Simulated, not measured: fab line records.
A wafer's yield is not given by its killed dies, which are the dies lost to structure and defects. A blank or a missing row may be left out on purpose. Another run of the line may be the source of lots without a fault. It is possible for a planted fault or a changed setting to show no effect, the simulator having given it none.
fab line records	flow sky130
record: lots: 14	wafers: 42	lastDay: 51
route steps=708 shown LI_CONTACT@373 PAD_OPEN@708
lots with no fault: from the same line, run without faults
startH: hours from the record's first day to the start of the lot's first wafer shown	waitH: time in hours since the lot's previous step	" identical to the entry in the row above	L1.1+2: several wafers, shown together as one row	- no value present, or no start provided	* or withheld: withheld	< > ~ a bound
route shown NAME@n: NAME is a module with steps in the file, n the number in the route of the first one	usual: mean/standard deviation taken from wafers without a fault	same: alike in all rows	chamber/n: place in a boat	sites: readings site by site	_std_site: standard deviation of those values	_edge_site: inner sites' mean taken away from outer sites' mean	radiusMm: for every site, how far away it sits from the centre of the wafer	mask NAME#n: copy n	behind: the tool/chamber that last shaped the wafer	hold: why the lot went on hold/how many hours it stayed there/how the hold came to an end	device: the transistor (n, p or np) that didn't switch	end of line: tests of these same wafers at the route's end	for a step that has no rows: nothing shown but its recipe	killed: the dies lost at the first sort to structure and to defects; this is not the yield of the wafer	map: dies across one wafer; x = killed, . = not, _ = none there
set.NAME: the setting the step ran with; set.NAME@STEP: the setting that earlier step ran with	model.NAME: the simulator's own value behind a step, which no gauge read
route steps across a sampled set of lots; one table per step, one row per wafer
== steps ==
step: SKY_LI_CONTACT_DEVELOP_11
recipe: developTimeS: 60	resist: KrF-thick	devTempC: 21
usual: developerTempC: 21.01/0.1
lot.wafer	tool	chamber	startH	waitH	developerTempC
L882.2	lithoTrack-03	0	691	-	21.09
L882.3	"	0	"	"	20.99
L882.6	"	0	"	"	21.04
L883.1	lithoTrack-04	0	698	-	21.17
L883.2	"	0	"	"	21.06
L883.6	"	0	"	"	20.93
L884.2	lithoTrack-04	0	710	-	20.97
L884.4	"	0	"	"	20.93
L884.5	"	0	"	"	20.82
L885.2	lithoTrack-04	0	725	-	23.18
L885.4	"	0	"	"	23.11
L885.6	"	0	"	"	23.15
L888.1	lithoTrack-04	0	739	-	23.24
L888.3	"	0	740	-	23.47
L888.6	"	0	"	"	23.14
L889.2	lithoTrack-02	0	743	-	20.95
L889.3	"	0	"	"	21.01
L889.5	"	0	"	"	20.90
L894.1	lithoTrack-02	0	796	-	20.94
L894.2	"	0	"	"	20.97
L894.3	"	0	"	"	21.16
L897.2	lithoTrack-04	0	807	-	20.88
L897.3	"	0	"	"	20.99
L897.4	"	0	"	"	21.00
L899.2	lithoTrack-04	0	815	-	20.92
L899.4	"	0	"	"	20.89
L899.5	"	0	"	"	21.00
L900.3	lithoTrack-04	0	828	-	21.04
L900.4	"	0	"	"	21.10
L900.5	"	0	"	"	20.99
L903.1	lithoTrack-02	0	854	-	21.01
L903.2	"	0	"	"	21.28
L903.5	"	0	"	"	20.94
L902.1	lithoTrack-02	0	858	-	20.87
L902.3	"	0	"	"	20.90
L902.4	"	0	"	"	20.78
L904.1	lithoTrack-04	0	860	-	20.95
L904.2	"	0	"	"	21.09
L904.6	"	0	"	"	20.90
L905.2	lithoTrack-03	0	869	-	21.00
L905.3	"	0	"	"	20.94
L905.5	"	0	"	"	20.97
step: SKY_PAD_OPEN_PROBE_99
usual: killed_at_M0_to_M3: 44/6.9	killed_at_M4_up: 3.1/1.7	killedAtContacts: 25/5.6	killedAtFrontEnd: 14/4.3	killedAtOther: 0.3/0.51	killedDies: 86/9.8	killedOpen: 47/6.5	killedShort: 39/6.6
same: grossDies: 492	killedAtBackSide: 0
lot.wafer	tool	chamber	startH	waitH	killed_at_M0_to_M3	killed_at_M4_up	killedAtContacts	killedAtFrontEnd	killedAtOther	killedDies	killedOpen	killedShort
L885.2	prober-02	-	1120.72	0.1	46	2	25	6	0	79	44	35
L885.4	prober-02	-	1120.82	0.2	39	4	24	11	0	78	44	34
L885.6	prober-02	-	1120.92	0.2	50	4	34	16	0	104	54	50
L888.1	prober-02	-	1128.64	0.1	56	2	20	16	2	96	52	44
L888.3	prober-02	-	1128.74	0.2	37	4	35	13	1	90	51	39
L888.6	prober-02	-	1128.89	0.2	49	4	18	14	0	85	48	37
killed by level:class
L885.2 VIA1:geometricParticle:open=12 VIA3:geometricParticle:open=10 LI_CONTACT:geometricParticle:open=8 CONTACT:geometricParticle:open=8 LI_CONTACT:geometricParticle:short=6 VIA1:geometricParticle:short=5 METAL2:geometricParticle:short=5 METAL1:geometricParticle:short=4
L885.4 LI_CONTACT:geometricParticle:open=12 VIA1:geometricParticle:open=9 METAL1:geometricParticle:short=9 POLY_GATE:geometricParticle:open=6 CONTACT:geometricParticle:open=6 METAL2:geometricParticle:short=4 VIA2:geometricParticle:open=4 POLY_GATE:geometricParticle:short=3
L885.6 CONTACT:geometricParticle:open=13 VIA1:geometricParticle:open=12 LI_CONTACT:geometricParticle:open=12 METAL1:geometricParticle:short=11 METAL2:geometricParticle:short=8 POLY_GATE:geometricParticle:open=5 METAL3:geometricParticle:short=4 CONTACT:geometricParticle:short=4
L888.1 VIA1:geometricParticle:open=14 VIA3:geometricParticle:open=9 CONTACT:geometricParticle:open=9 METAL3:geometricParticle:short=8 METAL2:geometricParticle:short=7 LI_CONTACT:geometricParticle:open=5 VIA2:geometricParticle:open=5 VIA1:geometricParticle:short=4
L888.3 CONTACT:geometricParticle:open=12 LI_CONTACT:geometricParticle:open=10 VIA2:geometricParticle:open=7 CONTACT:geometricParticle:short=5 METAL2:geometricParticle:short=5 METAL3:geometricParticle:short=5 METAL1:geometricParticle:short=4 VIA3:geometricParticle:open=4
L888.6 METAL2:geometricParticle:short=10 VIA2:geometricParticle:open=8 CONTACT:geometricParticle:open=7 VIA1:geometricParticle:open=7 VIA3:geometricParticle:open=6 FIELD_ISO:geometricParticle:open=5 LI_CONTACT:geometricParticle:open=5 METAL1:geometricParticle:short=5
== key ==
firstSign: step: SKY_LI_CONTACT_DEVELOP_11	reading: developerTempC	direction: up	sigmas: 22	usual: *	struck: *
effect none on later readings
metAt SKY_LI_CONTACT_DEVELOP_11
struckLots L885,L888
testerLeftOut L885,L888
loopTrim: step: SKY_LI_CONTACT_EXPOSE_09	setting: dose	lots: L888
onsetBetween 710 725
fault: kind: processParameterDrift	tool: lithoTrack-04	chamber: -	onsetH: 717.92	steps: SKY_LI_CONTACT_DEVELOP_11	channel: devTempC	offset: *	shape: step	endH: 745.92	actsIn: *	stated: *
testerLeftOut: of these lots the tester's yield and bins aren't shown, on N5 and GAA mostly nor the transistor test; their killed dies are dies lost to structure and defects alone, not to doping, threshold or leakage, so they don't give the yield
loopTrim: a control loop set the setting to another value than it would have without faults
